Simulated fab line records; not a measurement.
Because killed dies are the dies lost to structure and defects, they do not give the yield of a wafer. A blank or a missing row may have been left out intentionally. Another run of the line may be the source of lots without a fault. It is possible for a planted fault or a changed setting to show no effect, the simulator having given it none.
Which tool did it? :: flow sky130 :: 13 lots, 39 wafers sampled, at 3 steps of a route of 708

## WHAT THE GAUGES SHOWED, per wafer
SKY_METAL5_RS_MEAS_05: measures by four-point-probe.
lot: L520
measured: day 42 16:27
on: film metro-01
METAL5_ALCU_RS (ohm/sq): 0.02678 0.02688 0.02713

lot: L521
measured: day 43 01:57
on: film metro-01
METAL5_ALCU_RS (ohm/sq): 0.02669 0.02662 0.02698

lot: L523
measured: day 44 04:26
on: film metro-03
METAL5_ALCU_RS (ohm/sq): 0.02672 0.02677 0.02674

lot: L524
measured: day 44 14:22
on: film metro-02
METAL5_ALCU_RS (ohm/sq): 0.02698 0.02679 0.02666

lot: L525
measured: day 44 17:28
on: film metro-02
METAL5_ALCU_RS (ohm/sq): 0.02708 0.027 0.0271

lot: L526
measured: day 44 18:45
on: film metro-01
METAL5_ALCU_RS (ohm/sq): 0.02705 0.02684 0.02679

lot: L528
measured: day 45 05:24
on: film metro-02
METAL5_ALCU_RS (ohm/sq): 0.02681 0.02663 0.02685

lot: L529
measured: day 45 13:28
on: film metro-03
METAL5_ALCU_RS (ohm/sq): 0.02691 0.02724 0.02699

lot: L532
measured: day 46 02:52
on: film metro-02
METAL5_ALCU_RS (ohm/sq): 0.02728 0.02687 0.02693

lot: L534
measured: day 46 16:02
on: film metro-02
METAL5_ALCU_RS (ohm/sq): 0.02717 0.02677 0.02716

lot: L539
measured: day 47 17:38
on: film metro-03
METAL5_ALCU_RS (ohm/sq): 0.02748 0.02729 0.02729

lot: L538
measured: day 47 22:40
on: film metro-02
METAL5_ALCU_RS (ohm/sq): 0.0272 0.02726 0.02719

lot: L541
measured: day 48 16:05
on: film metro-03
METAL5_ALCU_RS (ohm/sq): 0.02731 0.02713 0.02742

SKY_PASSIVATION_THK_MEAS_03.
lot: L520
measured: day 43 15:31
on: film metro-04
PASSIVATION_CVD_02_THK (nm): 539 551 542

lot: L521
measured: day 44 00:44
on: film metro-04
PASSIVATION_CVD_02_THK (nm): 527 541 537

lot: L523
measured: day 45 03:33
on: film metro-04
PASSIVATION_CVD_02_THK (nm): 538 539 541

lot: L524
measured: day 45 12:58
on: film metro-02
PASSIVATION_CVD_02_THK (nm): 531 545 543

lot: L525
measured: day 45 16:01
on: film metro-01
PASSIVATION_CVD_02_THK (nm): 530 547 551

lot: L526
measured: day 45 16:44
on: film metro-02
PASSIVATION_CVD_02_THK (nm): 531 554 542

lot: L528
measured: day 46 03:40
on: film metro-01
PASSIVATION_CVD_02_THK (nm): 550 552 550

lot: L529
measured: day 46 11:11
on: film metro-01
PASSIVATION_CVD_02_THK (nm): 536 545 543

lot: L532
measured: day 46 23:53
on: film metro-04
PASSIVATION_CVD_02_THK (nm): 539 542 544

lot: L534
measured: day 47 12:50
on: film metro-01
PASSIVATION_CVD_02_THK (nm): 538 534 540

lot: L539
measured: day 48 13:37
on: film metro-04
PASSIVATION_CVD_02_THK (nm): 534 529 545

lot: L538
measured: day 48 19:04
on: film metro-04
PASSIVATION_CVD_02_THK (nm): 543 554 546

lot: L541
measured: day 49 10:19
on: film metro-01
PASSIVATION_CVD_02_THK (nm): 528 548 544

## WHAT TOOL EACH LOT RAN ON (gives the tool, then ch and the chambers of the sampled wafers, and finally the start)
lot: L520
SKY_METAL5_SPUTTER_04: pvd sputter-03, day 42 16:23

lot: L521
SKY_METAL5_SPUTTER_04: pvd sputter-03, day 43 01:54

lot: L523
SKY_METAL5_SPUTTER_04: pvd sputter-02, day 44 04:23

lot: L524
SKY_METAL5_SPUTTER_04: pvd sputter-03, day 44 14:19

lot: L525
SKY_METAL5_SPUTTER_04: pvd sputter-02, day 44 17:26

lot: L526
SKY_METAL5_SPUTTER_04: pvd sputter-02, day 44 18:41

lot: L528
SKY_METAL5_SPUTTER_04: pvd sputter-01, day 45 05:20

lot: L529
SKY_METAL5_SPUTTER_04: pvd sputter-02, day 45 13:23

lot: L532
SKY_METAL5_SPUTTER_04: pvd sputter-02, day 46 02:49

lot: L534
SKY_METAL5_SPUTTER_04: pvd sputter-02, day 46 15:58

lot: L539
SKY_METAL5_SPUTTER_04: pvd sputter-03, day 47 17:35

lot: L538
SKY_METAL5_SPUTTER_04: pvd sputter-03, day 47 22:37

lot: L541
SKY_METAL5_SPUTTER_04: pvd sputter-02, day 48 16:01
- SKY_METAL5_SPUTTER_04: material TiN, target thk 70 nm, time 58.3 s.

## AS READ BY THE TOOLS THEMSELVES (means over the sampled wafers that have a number; for cases with no such wafer, the mark the record gives instead)
SKY_METAL5_SPUTTER_04.
lot: L520
tool: pvd sputter-03
throttle valve pct (%): 29.4

lot: L521
tool: pvd sputter-03
throttle valve pct (%): 29.2

lot: L523
tool: pvd sputter-02
throttle valve pct (%): 30.2

lot: L524
tool: pvd sputter-03
throttle valve pct (%): 29.6

lot: L525
tool: pvd sputter-02
throttle valve pct (%): 30.2

lot: L526
tool: pvd sputter-02
throttle valve pct (%): 29.2

lot: L528
tool: pvd sputter-01
throttle valve pct (%): 29.1

lot: L529
tool: pvd sputter-02
throttle valve pct (%): 29.7

lot: L532
tool: pvd sputter-02
throttle valve pct (%): 30.2

lot: L534
tool: pvd sputter-02
throttle valve pct (%): 31.0

lot: L539
tool: pvd sputter-03
throttle valve pct (%): 29.7

lot: L538
tool: pvd sputter-03
throttle valve pct (%): 29.8

lot: L541
tool: pvd sputter-02
throttle valve pct (%): 29.7

## THE ANSWER, worked out from the rows above alone
Rule: the usual values come from the lots themselves. The widest of any qualifying gaps counts: lots, ordered by their means at a reading, are off when they make up no more than a third of the lots, leave a main group of 4 or more, and stand apart from it by 3 or more times the standard deviation of that group's means. A main group is skipped when, at the precision printed for the reading in the tables above, its means are all equal. A lot without any number at a reading at which 4 lots or more have one is off too. Where the step has rows for the other lots, those lots are counted as sound. After the gauges, taken in route order, come the tools' own readings; for these a lot's mean is taken, as printed above. The first step at which some lot is off is used, and at that step the reading that is off furthest; a lot without a number counts as furthest.
No lot is off on any of the readings shown, so nothing can be concluded from this.

## WHAT THE SIMULATOR HAD PUT IN
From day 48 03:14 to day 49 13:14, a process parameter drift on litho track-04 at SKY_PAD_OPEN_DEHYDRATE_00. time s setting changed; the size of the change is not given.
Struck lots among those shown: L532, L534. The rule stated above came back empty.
